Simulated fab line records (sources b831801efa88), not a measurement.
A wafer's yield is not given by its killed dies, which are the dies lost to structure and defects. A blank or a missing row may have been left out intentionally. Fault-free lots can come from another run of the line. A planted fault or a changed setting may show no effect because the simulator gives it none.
Chamber matching -- flow sky130 -- pecvd-02 running SKY_CAP2M_CVD_00: 3 sister chambers
The step deposits SiO2, target thk 15.5 nm. 6 wafers are shown with their chamber, then 8 later ones without.

## WAFERS WITH THEIR CHAMBER
wafer,chamber,heater power w (W),rf fwd power W (W)
L085.4,0,674,443.6
L085.6,1,728,444.9
L093.1,2,652,442.2
L093.4,2,640,444.7
L093.5,1,653,442.7
L094.3,0,570,443.2

## WAFERS WHOSE CHAMBER IS MISSING
wafer,heater power w (W),rf fwd power W (W)
L094.5,715,442.6
L094.6,573,444.2
L096.1,618,441.7
L096.2,569,444.5
L096.3,768,443.2
L097.2,646,441.3
L097.4,598,441.0
L097.5,624,443.0

## CHAMBER TAKEN BY EACH
wafer,from the rows above,in truth
L094.5,can't be placed: 1 or 2 or 0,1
L094.6,can't be placed: 0 or 2 or 1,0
L096.1,can't be placed: 0 or 2 or 1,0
L096.2,can't be placed: 0 or 2 or 1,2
L096.3,can't be placed: 1 or 2 or 0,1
L097.2,can't be placed: 2 or 0 or 1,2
L097.4,can't be placed: 0 or 2 or 1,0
L097.5,can't be placed: 0 or 2 or 1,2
Placed correctly: 0 of 8. These rows do not allow placing 8 (true chamber among the candidates in 8). Placed wrongly: 0.
How it was worked out, from the rows above alone: a wafer's distance from a chamber is the root of the sum, over the readings, of the square of ((its reading less the chamber's mean) divided by the reading's scatter). The wafer belongs to the nearest chamber; if the next one is less than 2 further off, it can't be placed. For every chamber, the mean is computed from those of its wafers that are shown. How the scatter is found: for the shown wafers, subtract from each reading the mean of its chamber, square and add these, divide the total by (wafers less chambers), then take the root.
